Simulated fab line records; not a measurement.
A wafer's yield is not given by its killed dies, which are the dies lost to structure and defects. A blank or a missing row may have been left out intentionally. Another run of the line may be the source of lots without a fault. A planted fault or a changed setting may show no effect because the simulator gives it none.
Struck lot and sound lot, side by side / flow gf180mcu / 14 steps out of a route of 602
Sound: the wafers L276.1, L276.4, L276.6. Struck: wafers L278.1, L278.2, L278.3. Last of all comes the cause.
Per side, at each step with rows, come the tool, then ch with its chambers, and then its first start. Under that, the readings that differ: sound wafers / struck wafers / difference of the means / sigmas: that difference in standard deviations of wafers without a fault.
alike: readings with means less than 2 such deviations apart, plus words and numbers identical on both sides. not compared: withheld readings, readings lacking a value on some wafer, bounds such as >300 that could conceal the same value, and numbers that have no deviation in the record and whose values overlap.
Wherever a step has rows on one side only, a row that says differs or no value, or a row with sigmas, the two part there. Numbers that have no deviation but don't overlap get no sigmas and don't part them. Lack of a reading on every wafer of one side parts them only where that side has two or more wafers.

first, 2 steps without rows for these wafers: GF_NSD_PEB_05; GF_NSD_DEVELOP_06 (develop time 60 s).
GF_NSD_CD_MEAS_07: target cd 400 nm.
  sound on cd sem-02, day 17 20:20; struck on cd sem-01, day 18 14:55
  alike: cd nm
GF_NSD_OVL_MEAS_08:
  sound on overlay-02, day 17 20:28; struck on overlay-01, day 18 15:02
  alike: NSD_OVL
then, 2 steps without rows for these wafers: GF_NSD_IMPLANT_09; GF_NSD_IMPLANT_10.
GF_NSD_STRIP_11: strips in O2/N2.
  sound on plasma asher-02 ch 0,1, day 17 20:48; struck on plasma asher-03 ch 0,1, day 18 15:22
reading=strip time to endpoint s (s); sound=22.90 22.90 22.90; struck=22.95 22.99 23.03; difference=+0.09; sigmas=+2
  alike: drypump motor current A, heater power w, oes product au
  not compared: rf hours counter h
GF_NSD_TW_MEAS_12:
  sound on film metro-01, day 17 20:54; struck on film metro-04, day 18 15:28
  alike: NSD_TW
then, 4 steps without rows for these wafers: GF_PSD_DEHYDRATE_00 (time 60 s); GF_PSD_HMDS_01 (prime time 60 s); GF_PSD_COAT_02 (resist thk 1000 nm); GF_PSD_SOFTBAKE_03 (time 60 s).
GF_PSD_EXPOSE_04: exposes mask Pplus, target cd 400 nm.
  sound on iline stepper-02 ch 0, day 18 08:09; struck on iline stepper-02, day 19 03:51
  no value came back on the struck wafers for exposure dose mJ cm2, focus offset nm (nm); on the sound wafers exposure dose mJ cm2 reads 141.36 141.39 141.18
  alike: mask
following that, these wafers have no rows for 1 step: GF_PSD_PEB_05.

== WHERE THEY PART ==
First at GF_NSD_STRIP_11; last, within this record, at GF_PSD_EXPOSE_04.

WHY: whatever the simulator had introduced
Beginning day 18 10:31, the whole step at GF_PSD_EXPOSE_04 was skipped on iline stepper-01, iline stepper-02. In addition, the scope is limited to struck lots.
